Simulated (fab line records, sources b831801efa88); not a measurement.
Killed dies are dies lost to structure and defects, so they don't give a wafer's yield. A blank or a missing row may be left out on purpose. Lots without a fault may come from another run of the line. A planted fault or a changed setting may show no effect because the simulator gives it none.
fab line records | flow sky130 | part 1 of 2: steps 1 to 34 of 45
record lots=5 wafers=15 last_day=50
route steps=708 shown VT_ADJUST_NCORE@130 VT_ADJUST_HVTR@131 VT_ADJUST_PCH@143 SONOS_TUNNEL@154 SONOS_ONO@168
lots that met no fault: from a run of the same line without faults
start_h: hours from the record's first day to the start of the lot's first wafer shown | wait_h: hours since the lot's step before | " the same as in the row above | L1.1+2: a row that stands for several wafers | - no value, or no start given | * or withheld: withheld | < > ~ a bound
route shown NAME@n: a module of which the file shows steps, and the number in the route of the first | usual: mean/standard deviation of fault-free wafers | same: alike in all rows | chamber/n: place in a boat | sites: the reading at each site | _std_site: their standard deviation | _edge_site: outer sites' mean less inner sites' | radius_mm: how far each site lies from the wafer's centre | mask NAME#n: copy n | behind: the tool/chamber that last shaped the wafer | hold: why the lot was held/for how many hours/how that ended | device: the transistor (n, p or np) that didn't switch | end of line: the same wafers' tests at the end of the route | a step without rows: its recipe alone | killed: dies lost to structure and defects at the first sort, not the wafer's yield | map: a wafer's dies, x killed, . not, _ none there
set.NAME: the setting as run; set.NAME@STEP: as run at that earlier step | model.NAME: the simulator's own value behind a step, which no gauge read
lots at some steps of the route; a table a step, a row a wafer
services: from which hour (start_h, from the record's first day; less than 0 if before it) a tool's chamber was out of use, for how many hours, and why
## steps
# step SKY_VT_ADJUST_NCORE_TW_MEAS_11
# usual VT_ADJUST_NCORE_TW=221.2/1.2
# columns lot.wafer tool chamber start_h wait_h VT_ADJUST_NCORE_TW
L075.1 film_metro-04 - 189.72 0.1 220.8
L075.2 " - " " 220.4
L075.3 " - " " 218.9
L078.1 film_metro-03 - 209.30 0.1 222.1
L078.5 " - " " 222.2
L078.6 " - " " 223.1
L082.2 film_metro-01 - 235.43 0.1 221.0
L082.5 " - " " 221.0
L082.6 " - " " 220.5
L083.1 film_metro-03 - 244.77 0.1 221.7
L083.3 " - " " 221.4
L083.5 " - " " 221.2
L096.3 film_metro-01 - 338.02 0.1 222.2
L096.5 " - " " 222.7
L096.6 " - " " 222.1
# step SKY_VT_ADJUST_HVTR_DEHYDRATE_00
# recipe temp_c=200 time_s=60
# columns lot.wafer tool chamber start_h wait_h
L075.1+2+3 litho_track-04 0 199.91 10.2
L078.1+5+6 litho_track-04 0 219.66 10.3
L082.2+5+6 litho_track-04 0 246.48 11.0
L083.1+3+5 litho_track-02 0 256.06 11.3
L096.3+5+6 litho_track-04 0 351.11 13.1
# step SKY_VT_ADJUST_HVTR_HMDS_01
# recipe prime_time_s=60 prime_temp_c=120
# columns lot.wafer tool chamber start_h wait_h
L075.1+2+3 litho_track-04 0 200.06 0.1
L078.1+5+6 litho_track-04 0 219.81 0.1
L082.2+5+6 litho_track-04 0 246.63 0.1
L083.1+3+5 litho_track-02 0 256.21 0.1
L096.3+5+6 litho_track-04 0 351.26 0.1
# step SKY_VT_ADJUST_HVTR_COAT_02
# recipe resist=NOVOLAK spin_rpm=3000 resist_thk_nm=1140
# columns lot.wafer tool chamber start_h wait_h
L075.1+2+3 litho_track-04 0 200.21 0.1
L078.1+5+6 litho_track-04 0 219.96 0.1
L082.2+5+6 litho_track-04 0 246.78 0.1
L083.1+3+5 litho_track-02 0 256.36 0.1
L096.3+5+6 litho_track-04 0 351.41 0.1
# step SKY_VT_ADJUST_HVTR_SOFTBAKE_03
# recipe temp_c=90 time_s=60 resist=NOVOLAK
# columns lot.wafer tool chamber start_h wait_h
L075.1+2+3 litho_track-04 0 200.36 0.1
L078.1+5+6 litho_track-04 0 220.11 0.1
L082.2+5+6 litho_track-04 0 246.93 0.1
L083.1+3+5 litho_track-02 0 256.51 0.1
L096.3+5+6 litho_track-04 0 351.56 0.1
# step SKY_VT_ADJUST_HVTR_EXPOSE_04
# recipe mask_id=HVTRM target_cd_nm=380 na=0.6 source_shape=conventional sigma_outer=0.6 dose_mj=150
# columns lot.wafer tool chamber start_h wait_h mask
L075.1+2+3 iline_stepper-02 0 - - HVTRM#0
L078.1+5+6 iline_stepper-01 0 - - HVTRM#0
L082.2+5+6 iline_stepper-02 0 - - HVTRM#0
L083.1+3+5 iline_stepper-01 0 - - HVTRM#0
L096.3+5+6 iline_stepper-02 0 - - HVTRM#0
# step SKY_VT_ADJUST_HVTR_PEB_05
# recipe temp_c=withheld time_s=* resist=NOVOLAK
# columns lot.wafer tool chamber start_h wait_h
L075.1+2+3 litho_track-04 0 - -
L078.1+5+6 litho_track-02 0 - -
L082.2+5+6 litho_track-01 0 - -
L083.1+3+5 litho_track-01 0 - -
L096.3+5+6 litho_track-04 0 - -
# step SKY_VT_ADJUST_HVTR_DEVELOP_06
# recipe develop_time_s=60 dev_temp_c=23
# columns lot.wafer tool chamber start_h wait_h
L075.1+2+3 litho_track-04 0 211.26 0.1
L078.1+5+6 litho_track-02 0 231.41 0.1
L082.2+5+6 litho_track-01 0 259.32 0.1
L083.1+3+5 litho_track-01 0 268.54 0.1
L096.3+5+6 litho_track-04 0 365.31 0.1
# step SKY_VT_ADJUST_HVTR_CD_MEAS_07
# recipe target_cd_nm=380
# usual cd_nm=379.4/2.4
# columns lot.wafer tool chamber start_h wait_h cd_nm
L075.1 cd_sem-02 - 211.41 0.1 377.6
L075.2 " - " " 377.5
L075.3 " - " " 378.7
L078.1 cd_sem-01 - 231.56 0.1 380.1
L078.5 " - " " 381.9
L078.6 " - " " 380.1
L082.2 cd_sem-02 - 259.46 0.1 380.6
L082.5 " - " " 380.9
L082.6 " - " " 382.0
L083.1 cd_sem-02 - 268.69 0.1 380.5
L083.3 " - " " 380.5
L083.5 " - " " 380.7
L096.3 cd_sem-01 - 365.45 0.1 377.9
L096.5 " - " " 378.3
L096.6 " - " " 377.2
# step SKY_VT_ADJUST_HVTR_OVL_MEAS_08
# usual VT_ADJUST_HVTR_OVL=-0.2/1.5
# columns lot.wafer tool chamber start_h wait_h VT_ADJUST_HVTR_OVL[nm]
L075.1 overlay-01 - 211.53 0.1 0.5
L075.2 " - " " 0.0
L075.3 " - " " -1.6
L078.1 overlay-02 - 231.68 0.1 -2.4
L078.5 " - " " -3.5
L078.6 " - " " -2.2
L082.2 overlay-02 - 259.57 0.1 -1.0
L082.5 " - " " -0.7
L082.6 " - " " -1.4
L083.1 overlay-02 - 268.81 0.1 0.1
L083.3 " - " " 0.3
L083.5 " - " " 0.6
L096.3 overlay-02 - 365.54 0.1 -0.3
L096.5 " - " " -0.1
L096.6 " - " " 1.1
# step SKY_VT_ADJUST_HVTR_IMPLANT_09
# recipe species=B energy_kev=10 dose_cm2=2.1e+12 tilt_deg=withheld
# usual dose_ions_cm2=2.0997e+12/2.3e+09
# same implant_ion_amu=11
# columns lot.wafer tool chamber start_h wait_h dose_ions_cm2
L075.1 implanter-01 0 211.57 0.0 2.0994e+12
L075.2 " 0 " " 2.0975e+12
L075.3 " 0 " " 2.0967e+12
L078.1 implanter-01 0 231.72 0.0 2.098e+12
L078.5 " 0 " " 2.1027e+12
L078.6 " 0 " " 2.0971e+12
L082.2 implanter-03 0 259.62 0.0 2.1009e+12
L082.5 " 0 " " 2.0982e+12
L082.6 " 0 " " 2.0984e+12
L083.1 implanter-01 0 268.85 0.0 2.098e+12
L083.3 " 0 " " 2.1007e+12
L083.5 " 0 " " 2.0984e+12
L096.3 implanter-04 0 365.62 0.1 2.1003e+12
L096.5 " 0 " " 2.0993e+12
L096.6 " 0 " " 2.0989e+12
# step SKY_VT_ADJUST_HVTR_STRIP_10
# recipe chemistry=O2/N2 power_w=1400 pressure_mtorr=1500 platen_temp_c=withheld o2_flow_sccm=3000 n2_flow_sccm=300 overash_fraction=0.5
# usual chamber_pressure_mTorr=1500.2/1.4 drypump_motor_current_A=6.20/0.19 o2_flow_sccm=3000/9.8 oes_product_au=0.716/0.0046 strip_time_to_endpoint_s=14.18/0.045
# columns lot.wafer tool chamber start_h wait_h chamber_pressure_mTorr drypump_motor_current_A o2_flow_sccm oes_product_au rf_hours_counter_h strip_time_to_endpoint_s
L075.1 plasma_asher-04 1 211.72 0.1 1502.2 6.23 3002 0.715 9 14.08
L075.2 " 0 " " 1500.8 6.35 2994 0.714 9 14.09
L075.3 " 0 " " 1500.0 6.37 2989 0.719 - 14.11
L078.1 plasma_asher-03 1 231.87 0.1 1500.7 6.17 3009 0.704 53 14.20
L078.5 " 0 " " 1499.1 5.94 2995 0.708 - 14.21
L078.6 " 1 " " 1502.3 6.16 3014 0.714 - 14.18
L082.2 plasma_asher-04 0 259.75 0.1 1499.9 6.36 3003 0.713 14 14.16
L082.5 " 1 " " 1501.1 6.25 3002 0.720 - 14.17
L082.6 " 0 " " 1497.6 6.36 3014 0.715 - 14.16
L083.1 plasma_asher-04 0 269.00 0.1 1499.9 6.33 3013 0.721 15 14.16
L083.3 " 1 " " 1501.9 6.24 3006 0.714 - 14.14
L083.5 " 1 " " 1500.1 6.23 3004 0.722 - 14.14
L096.3 plasma_asher-04 1 365.75 0.1 1500.4 6.25 3010 0.708 - 14.23
L096.5 " 1 " " 1500.5 6.26 3000 0.716 - 14.21
L096.6 " 0 " " 1501.8 6.34 3003 0.715 - 14.20
# step SKY_VT_ADJUST_HVTR_TW_MEAS_11
# usual VT_ADJUST_HVTR_TW=211.5/1.6
# columns lot.wafer tool chamber start_h wait_h VT_ADJUST_HVTR_TW
L075.1 film_metro-02 - 211.82 0.1 210.6
L075.2 " - " " 210.5
L075.3 " - " " 211.4
L078.1 film_metro-02 - 231.97 0.1 210.8
L078.5 " - " " 211.0
L078.6 " - " " 211.4
L082.2 film_metro-02 - 259.86 0.1 211.0
L082.5 " - " " 211.8
L082.6 " - " " 209.1
L083.1 film_metro-02 - 269.10 0.1 210.0
L083.3 " - " " 211.2
L083.5 " - " " 208.7
L096.3 film_metro-02 - 365.84 0.1 209.3
L096.5 " - " " 208.6
L096.6 " - " " 209.7
# step SKY_VT_ADJUST_PCH_DEHYDRATE_00
# recipe temp_c=200 time_s=60
# columns lot.wafer tool chamber start_h wait_h
L075.1+2+3 litho_track-04 0 222.56 10.7
L078.1+5+6 litho_track-04 0 242.96 11.0
L082.2+5+6 litho_track-01 0 271.72 11.8
L083.1+3+5 litho_track-04 0 280.91 11.8
L096.3+5+6 litho_track-03 0 379.55 13.7
# step SKY_VT_ADJUST_PCH_HMDS_01
# recipe prime_time_s=60 prime_temp_c=120
# columns lot.wafer tool chamber start_h wait_h
L075.1+2+3 litho_track-04 0 222.71 0.1
L078.1+5+6 litho_track-04 0 243.11 0.1
L082.2+5+6 litho_track-01 0 271.87 0.1
L083.1+3+5 litho_track-04 0 281.06 0.1
L096.3+5+6 litho_track-03 0 379.70 0.1
# step SKY_VT_ADJUST_PCH_COAT_02
# recipe spin_rpm=2000 resist_thk_nm=3000
# columns lot.wafer tool chamber start_h wait_h
L075.1+2+3 litho_track-04 0 222.86 0.1
L078.1+5+6 litho_track-04 0 243.26 0.1
L082.2+5+6 litho_track-01 0 272.02 0.1
L083.1+3+5 litho_track-04 0 281.21 0.1
L096.3+5+6 litho_track-03 0 379.85 0.1
# step SKY_VT_ADJUST_PCH_SOFTBAKE_03
# recipe temp_c=110 time_s=withheld
# columns lot.wafer tool chamber start_h wait_h
L075.1+2+3 litho_track-04 0 223.01 0.1
L078.1+5+6 litho_track-04 0 243.41 0.1
L082.2+5+6 litho_track-01 0 272.18 0.1
L083.1+3+5 litho_track-04 0 281.36 0.1
L096.3+5+6 litho_track-03 0 380.01 0.1
# step SKY_VT_ADJUST_PCH_EXPOSE_04
# recipe mask_id=NWM na=0.6 source_shape=conventional sigma_outer=0.6 polarization=unpolarized target_cd_nm=840 dose_mj=255
# columns lot.wafer tool chamber start_h wait_h mask
L075.1+2+3 iline_stepper-01 0 - - NWM#0
L078.1+5+6 iline_stepper-01 0 - - NWM#0
L082.2+5+6 iline_stepper-02 0 - - NWM#0
L083.1+3+5 iline_stepper-01 0 - - NWM#0
L096.3+5+6 iline_stepper-01 0 - - NWM#0
# step SKY_VT_ADJUST_PCH_PEB_05
# recipe temp_c=115 time_s=withheld
# columns lot.wafer tool chamber start_h wait_h
L075.1+2+3 litho_track-03 0 - -
L078.1+5+6 litho_track-01 0 - -
L082.2+5+6 litho_track-01 0 - -
L083.1+3+5 litho_track-01 0 - -
L096.3+5+6 litho_track-01 0 - -
# step SKY_VT_ADJUST_PCH_DEVELOP_06
# recipe wall_angle_deg=90 developer=TMAH develop_time_s=60 dev_temp_c=23
# columns lot.wafer tool chamber start_h wait_h
L075.1+2+3 litho_track-03 0 - -
L078.1+5+6 litho_track-01 0 - -
L082.2+5+6 litho_track-01 0 - -
L083.1+3+5 litho_track-01 0 - -
L096.3+5+6 litho_track-01 0 - -
# step SKY_VT_ADJUST_PCH_OVL_MEAS_07
# usual VT_ADJUST_PCH_OVL=-0.7/1.3
# columns lot.wafer tool chamber start_h wait_h VT_ADJUST_PCH_OVL[nm]
L075.1 overlay-02 - 234.20 - -0.9
L075.2 " - " " -1.9
L075.3 " - " " -3.1
L078.1 overlay-02 - 255.29 - -0.7
L078.5 " - " " -1.5
L078.6 " - " " -1.9
L082.2 overlay-02 - 284.25 - 0.6
L082.5 " - " " 1.1
L082.6 " - " " 2.1
L083.1 overlay-01 - 294.34 - 3.1
L083.3 " - " " 3.4
L083.5 " - " " 2.8
L096.3 overlay-01 - 395.00 - -0.5
L096.5 " - " " 0.9
L096.6 " - " " -0.8
# step SKY_VT_ADJUST_PCH_IMPLANT_08
# recipe species=B energy_kev=10 dose_cm2=5e+11 tilt_deg=withheld
# usual dose_ions_cm2=5e+11/5.4e+08
# same implant_ion_amu=11
# columns lot.wafer tool chamber start_h wait_h dose_ions_cm2
L075.1 implanter-04 0 234.23 0.0 5.004e+11
L075.2 " 0 " " 4.991e+11
L075.3 " 0 " " 4.998e+11
L078.1 implanter-04 0 255.33 0.0 5.003e+11
L078.5 " 0 " " 4.992e+11
L078.6 " 0 " " 5.008e+11
L082.2 implanter-01 0 284.30 0.0 4.996e+11
L082.5 " 0 " " 5.003e+11
L082.6 " 0 " " 4.997e+11
L083.1 implanter-04 0 294.38 0.0 4.996e+11
L083.3 " 0 " " 5.007e+11
L083.5 " 0 " " 5.004e+11
L096.3 implanter-02 0 395.08 0.1 5.003e+11
L096.5 " 0 " " 4.998e+11
L096.6 " 0 " " 4.999e+11
# step SKY_VT_ADJUST_PCH_STRIP_09
# recipe chemistry=O2/N2 power_w=1400 pressure_mtorr=1500 platen_temp_c=withheld o2_flow_sccm=3000 n2_flow_sccm=300 overash_fraction=0.5
# usual chamber_pressure_mTorr=1499.9/1.4 drypump_motor_current_A=6.11/0.29 o2_flow_sccm=3001/8.4 oes_product_au=0.722/0.0046 strip_time_to_endpoint_s=36.93/0.1
# columns lot.wafer tool chamber start_h wait_h chamber_pressure_mTorr drypump_motor_current_A o2_flow_sccm oes_product_au rf_hours_counter_h strip_time_to_endpoint_s
L075.1 plasma_asher-03 0 234.38 0.1 1498.8 5.97 2986 0.726 54 36.82
L075.2 " 1 " " 1502.3 6.16 3010 0.723 54 36.88
L075.3 " 0 " " 1501.0 5.98 2995 0.723 - 36.94
L078.1 plasma_asher-01 1 255.48 0.1 1501.8 6.37 3003 0.723 46 36.88
L078.5 " 1 " " 1498.7 6.37 3006 0.722 - 36.84
L078.6 " 0 " " 1498.7 5.83 3000 0.724 - 36.84
L082.2 plasma_asher-02 1 284.43 0.1 1499.7 6.55 3010 0.721 58 36.83
L082.5 " 0 " " 1499.8 5.76 2991 0.729 - 36.89
L082.6 " 1 " " 1498.6 6.54 3002 0.721 - 36.83
L083.1 plasma_asher-01 0 294.53 0.1 1498.1 5.81 3004 0.718 49 36.90
L083.3 " 1 " " 1498.9 6.36 3009 0.724 - 36.88
L083.5 " 0 " " 1501.6 5.82 2985 0.725 - 36.92
L096.3 plasma_asher-01 1 395.21 0.1 1500.6 6.38 2995 0.719 - 36.84
L096.5 " 1 " " 1499.3 6.36 3005 0.720 - 36.73
L096.6 " 0 " " 1498.4 5.82 2990 0.720 - 36.87
# step SKY_VT_ADJUST_PCH_TW_MEAS_10
# usual VT_ADJUST_PCH_TW=143.5/1
# columns lot.wafer tool chamber start_h wait_h VT_ADJUST_PCH_TW
L075.1 film_metro-03 - 234.48 0.1 144.8
L075.2 " - " " 143.7
L075.3 " - " " 143.7
L078.1 film_metro-04 - 255.58 0.1 142.8
L078.5 " - " " 143.2
L078.6 " - " " 143.1
L082.2 film_metro-02 - 284.54 0.1 142.6
L082.5 " - " " 142.4
L082.6 " - " " 142.7
L083.1 film_metro-03 - 294.63 0.1 144.6
L083.3 " - " " 144.7
L083.5 " - " " 143.6
L096.3 film_metro-03 - 395.30 0.1 143.3
L096.5 " - " " 144.6
L096.6 " - " " 143.9
# step SKY_SONOS_TUNNEL_DEHYDRATE_00
# recipe temp_c=200 time_s=60
# columns lot.wafer tool chamber start_h wait_h
L075.1+2+3 litho_track-02 0 245.31 10.8
L078.1+5+6 litho_track-03 0 267.65 12.1
L082.2+5+6 litho_track-04 0 296.29 11.7
L083.1+3+5 litho_track-02 0 306.26 11.6
L096.3+5+6 litho_track-02 0 409.41 14.1
# step SKY_SONOS_TUNNEL_HMDS_01
# recipe prime_time_s=60 prime_temp_c=120
# columns lot.wafer tool chamber start_h wait_h
L075.1+2+3 litho_track-02 0 245.46 0.1
L078.1+5+6 litho_track-03 0 267.80 0.1
L082.2+5+6 litho_track-04 0 296.44 0.1
L083.1+3+5 litho_track-02 0 306.41 0.1
L096.3+5+6 litho_track-02 0 409.56 0.1
# step SKY_SONOS_TUNNEL_COAT_02
# recipe resist=NOVOLAK spin_rpm=3000 resist_thk_nm=1140
# columns lot.wafer tool chamber start_h wait_h
L075.1+2+3 litho_track-02 0 245.61 0.1
L078.1+5+6 litho_track-03 0 267.95 0.1
L082.2+5+6 litho_track-04 0 296.59 0.1
L083.1+3+5 litho_track-02 0 306.56 0.1
L096.3+5+6 litho_track-02 0 409.71 0.1
# step SKY_SONOS_TUNNEL_SOFTBAKE_03
# recipe temp_c=90 time_s=60 resist=NOVOLAK
# columns lot.wafer tool chamber start_h wait_h
L075.1+2+3 litho_track-02 0 245.76 0.1
L078.1+5+6 litho_track-03 0 268.10 0.1
L082.2+5+6 litho_track-04 0 296.74 0.1
L083.1+3+5 litho_track-02 0 306.71 0.1
L096.3+5+6 litho_track-02 0 409.86 0.1
# step SKY_SONOS_TUNNEL_EXPOSE_04
# recipe mask_id=TUNM na=0.6 source_shape=conventional sigma_outer=0.6 polarization=unpolarized target_cd_nm=410 dose_mj=136
# columns lot.wafer tool chamber start_h wait_h mask
L075.1+2+3 iline_stepper-02 0 - - TUNM#0
L078.1+5+6 iline_stepper-01 0 - - TUNM#0
L082.2+5+6 iline_stepper-02 0 - - TUNM#0
L083.1+3+5 iline_stepper-02 0 - - TUNM#0
L096.3+5+6 iline_stepper-01 0 - - TUNM#0
# step SKY_SONOS_TUNNEL_PEB_05
# recipe temp_c=withheld time_s=* resist=NOVOLAK
# columns lot.wafer tool chamber start_h wait_h
L075.1+2+3 litho_track-04 0 - -
L078.1+5+6 litho_track-02 0 - -
L082.2+5+6 litho_track-02 0 - -
L083.1+3+5 litho_track-04 0 - -
L096.3+5+6 litho_track-02 0 - -
# step SKY_SONOS_TUNNEL_DEVELOP_06
# recipe resist=NOVOLAK developer=TMAH develop_time_s=60 dev_temp_c=23
# columns lot.wafer tool chamber start_h wait_h
L075.1+2+3 litho_track-04 0 257.76 0.1
L078.1+5+6 litho_track-02 0 280.41 0.1
L082.2+5+6 litho_track-02 0 308.93 0.1
L083.1+3+5 litho_track-04 0 319.46 0.1
L096.3+5+6 litho_track-02 0 424.86 0.1
# step SKY_SONOS_TUNNEL_CD_MEAS_07
# recipe target_cd_nm=410
# usual cd_nm=410.4/2.3
# columns lot.wafer tool chamber start_h wait_h cd_nm
L075.1 cd_sem-01 - 257.91 0.1 413.6
L075.2 " - " " 412.1
L075.3 " - " " 413.3
L078.1 cd_sem-02 - 280.56 0.1 408.1
L078.5 " - " " 406.2
L078.6 " - " " 408.3
L082.2 cd_sem-01 - 309.08 0.1 410.2
L082.5 " - " " 413.0
L082.6 " - " " 412.8
L083.1 cd_sem-01 - 319.61 0.1 410.8
L083.3 " - " " 410.7
L083.5 " - " " 410.9
L096.3 cd_sem-01 - 425.00 0.1 414.5
L096.5 " - " " 412.8
L096.6 " - " " 415.0
# step SKY_SONOS_TUNNEL_OVL_MEAS_08
# usual SONOS_TUNNEL_OVL=0.5/1.3
# columns lot.wafer tool chamber start_h wait_h SONOS_TUNNEL_OVL[nm]
L075.1 overlay-02 - 258.03 0.1 0.7
L075.2 " - " " 0.0
L075.3 " - " " 1.4
L078.1 overlay-02 - 280.68 0.1 3.1
L078.5 " - " " 2.3
L078.6 " - " " 1.8
L082.2 overlay-02 - 309.18 0.1 2.0
L082.5 " - " " 1.4
L082.6 " - " " 0.7
L083.1 overlay-02 - 319.73 0.1 -1.4
L083.3 " - " " -1.5
L083.5 " - " " -0.7
L096.3 overlay-02 - 425.09 0.1 0.1
L096.5 " - " " -1.6
L096.6 " - " " 0.2
# step SKY_SONOS_TUNNEL_IMPLANT_09
# recipe species=B energy_kev=20 dose_cm2=1e+12 tilt_deg=withheld
# usual dose_ions_cm2=1.0001e+12/9.6e+08
# same implant_ion_amu=11
# columns lot.wafer tool chamber start_h wait_h dose_ions_cm2
L075.1 implanter-02 0 258.07 0.0 9.993e+11
L075.2 " 0 " " 1.002e+12
L075.3 " 0 " " 1.0007e+12
L078.1 implanter-02 0 280.72 0.0 1.0006e+12
L078.5 " 0 " " 1.0018e+12
L078.6 " 0 " " 1.002e+12
L082.2 implanter-04 0 309.24 0.0 1.0004e+12
L082.5 " 0 " " 9.983e+11
L082.6 " 0 " " 9.992e+11
L083.1 implanter-02 0 319.77 0.0 9.992e+11
L083.3 " 0 " " 9.996e+11
L083.5 " 0 " " 1e+12
L096.3 implanter-04 0 425.16 0.1 1.0006e+12
L096.5 " 0 " " 1.0002e+12
L096.6 " 0 " " 9.996e+11
